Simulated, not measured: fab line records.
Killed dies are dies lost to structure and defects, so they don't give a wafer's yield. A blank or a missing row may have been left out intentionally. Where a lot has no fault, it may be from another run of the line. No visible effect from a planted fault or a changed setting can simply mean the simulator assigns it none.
Chamber matching    flow gf180mcu    GF_V5_CVD_02 on pecvd-03 has 3 sister chambers
The step deposits SiO2 from TEOS, target thk 1450 nm, time 163.28 s. 3 wafers are shown with their chamber, then 7 later ones without.

== WAFERS WITH THEIR CHAMBER ==
wafer   chamber  heater-power-w (W)
L091.4  2        822
L093.2  0        689
L093.3  1        557

== WAFERS WITH NO CHAMBER GIVEN ==
wafer   heater-power-w (W)
L093.5  580
L095.2  499
L095.4  707
L095.6  560
L096.3  623
L096.5  680
L096.6  472

== EACH ONE'S CHAMBER ==
wafer    from the rows above       in truth
L093.5   can't be placed: 1 or 0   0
L095.2   1                         1
L095.4   0                         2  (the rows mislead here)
L095.6   1                         1
L096.3   can't be placed: 0 or 1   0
L096.5   0                         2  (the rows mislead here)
L096.6   1                         1
Correctly placed: 3 of 7. These rows do not allow placing 2 (true chamber among the candidates in 2). Number placed wrongly: 2.
How it was worked out, from the rows above alone: a wafer's distance from a chamber is the root of the sum, over the readings, of the square of ((its reading less the chamber's mean) divided by the reading's scatter). The wafer belongs to the nearest chamber; if the next one is less than 2 further off, it can't be placed. The mean given for a chamber averages the wafers shown for that chamber. The scatter (one wafer shown for each chamber): square how far every hidden wafer sits from the nearest shown wafer, average those squares and take the square root.
